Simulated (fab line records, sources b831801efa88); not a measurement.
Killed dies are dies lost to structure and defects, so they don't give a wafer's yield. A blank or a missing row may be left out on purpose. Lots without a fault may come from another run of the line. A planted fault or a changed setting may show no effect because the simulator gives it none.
One fault seen from 2 desks | flow gf180mcu | each desk has only its own numbers; what lay behind them comes last

THE METROLOGY DESK
What the gauges read, lot by lot, whatever tool the lot ran on: means of the sampled wafers that have a number. A lot is out of limits, marked OUT, if its mean lies more than 4 standard deviations from the usual mean; the brackets give that distance.
Columns: A = HV_LDD_CVD_56_THK at GF_HV_LDD_THK_MEAS_57, usual 89.6 nm; B = cd_nm at GF_NSD_CD_MEAS_07, usual 400.2 nm; C = NSD_OVL at GF_NSD_OVL_MEAS_08, usual -0.5 nm; D = NSD_TW at GF_NSD_TW_MEAS_12, usual 4296
lot  | first seen here | A    | B     | C    | D
L832 | day 13 05:25    | 88.8 | 395.1 | -0.5 | 4357
L840 | day 15 21:48    | 87.1 | 403.0 | -2.2 | 4220
L844 | day 17 12:46    | 89.3 | 400.4 | 0.1  | 4267
L846 | day 17 19:28    | 88.7 | 400.8 | 0.1  | 4215
L849 | day 18 20:25    | 90.1 | 401.6 | -0.2 | 4376
L852 | day 20 07:13    | 90.8 | 403.6 | -0.7 | 4348
This desk's finding: nothing out of limits on any of the 6 lots.

THE TOOL OWNER'S DESK: implanter-02
The tool's own readings at GF_NSD_IMPLANT_09: means of the sampled wafers that have a number, for each lot that ran on this tool. A lot is out of limits, marked OUT, if its mean lies more than 4 standard deviations from the usual mean; the brackets give that distance.
Columns: A = beam_energy_keV at GF_NSD_IMPLANT_09, usual 60.006
lot  | first seen here | A
L840 | day 16 20:02    | 59.295 (-39) OUT
L844 | day 18 12:41    | 59.292 (-40) OUT
L852 | day 21 07:15    | 60.015
This desk's finding: out of limits on L840, L844; first on L840, day 16 20:02 (beam_energy_keV at GF_NSD_IMPLANT_09). In limits: L852.

PUT TOGETHER
The tool owner's desk could have raised an alarm at day 16 20:02, on L840, L844.
The metrology desk saw nothing out of limits.
The metrology desk has L840, L844 on record, within its limits.
Of the lots named, all ran GF_NSD_IMPLANT_09 on implanter-02.

WHAT THE SIMULATOR HAD PUT IN
Process parameter drift: implanter-02, from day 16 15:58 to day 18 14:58, at GF_NSD_IMPLANT_09. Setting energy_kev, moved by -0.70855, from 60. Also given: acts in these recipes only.
Lots struck among those shown: L840, L844.
Hours from the fault's start to each desk's first reading out of limits: the tool owner's desk, 4.
